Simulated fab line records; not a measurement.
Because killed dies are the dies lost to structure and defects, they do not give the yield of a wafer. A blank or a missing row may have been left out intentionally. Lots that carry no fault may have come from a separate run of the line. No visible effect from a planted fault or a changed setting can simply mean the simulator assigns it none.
A single fault, viewed from 2 desks ; flow sky130 ; each desk holds nothing but its own numbers, with what lay behind them at the end

FOR THE TOOL OWNER'S DESK: iline_stepper-01
The tool's own readings at SKY_NWELL_EXPOSE_20 (exposes mask NWM COMPLEMENT, target cd 840 nm): means of the sampled wafers that have a number, for each lot that ran on this tool. The brackets show how far a lot's mean lies from the usual mean; more than 4 standard deviations puts the lot out of limits, marked OUT.
Columns: A = reticle_temp_C at SKY_NWELL_EXPOSE_20, usual 22.99 C
lot;first seen here;A
L613;day 5 08:43;23.01
L617;day 6 06:43;22.97
L620;day 7 04:02;22.92
L622;day 7 12:26;23.00
L623;day 7 15:08;22.88
This desk found nothing out of limits on any of the 5 lots.

AT THE METROLOGY DESK
What the gauges read, lot by lot, whatever tool the lot ran on: means of the sampled wafers that have a number. The brackets show how far a lot's mean lies from the usual mean; more than 4 standard deviations puts the lot out of limits, marked OUT.
Columns: A = INCOMING_BOW at SKY_FIELD_ISO_BOW_MEAS_00, usual 0 um; B = NWELL_01_OVL at SKY_NWELL_OVL_MEAS_23, usual 0.8 nm; C = PWDE_RS at SKY_NWELL_RS_MEAS_31, usual 5266 ohm/sq; D = cd_nm at SKY_VT_ADJUST_HVTR_CD_MEAS_07, usual 380.8 nm
lot;first seen here;A;B;C;D
L612;day 1 10:00;4;1.8;5273;382.3
L613;day 1 15:02;-0;1.4;5263;379.3
L614;day 1 20:01;3;0.9;5245;382.5
L615;day 2 01:00;-6;0.0;5262;383.4
L617;day 2 11:00;4;-92.8 (-67) OUT;5290;377.3
L620;day 3 02:00;5;-95.5 (-69) OUT;5289;383.2
L622;day 3 12:00;4;-94.4 (-68) OUT;5292;376.7
L623;day 3 17:01;-4;-91.1 (-66) OUT;5273;379.4
L628;day 4 18:01;-1;0.1;5258;379.7
L629;day 4 23:00;1;2.1;5262;379.4
L630;day 5 04:02;-7;-2.0;5259;379.9
L632;day 5 14:00;-1;-0.3;5282;382.1
L634;day 6 00:00;-3;-0.9;5250;387.4
This desk reports L617, L620, L622, L623 out of limits; the earliest was L617 at day 6 15:49 (NWELL_01_OVL at SKY_NWELL_OVL_MEAS_23). Within limits: L612, L613, L614, L615, L628, L629, L630, L632, L634.

ALL TOGETHER
L617, L620, L622, L623 would have let the metrology desk raise an alarm at day 6 15:49.
Nothing out of limits was seen by the tool owner's desk.
On record at the tool owner's desk: L617, L620, L622, L623, within its limits.
All the named lots went through SKY_NWELL_EXPOSE_20 on iline_stepper-01.

WHAT THE SIMULATOR HAD INSERTED
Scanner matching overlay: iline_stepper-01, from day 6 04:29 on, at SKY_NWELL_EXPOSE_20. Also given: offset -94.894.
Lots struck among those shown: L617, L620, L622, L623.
Hours from the fault's start to each desk's first reading out of limits: the metrology desk, 11.
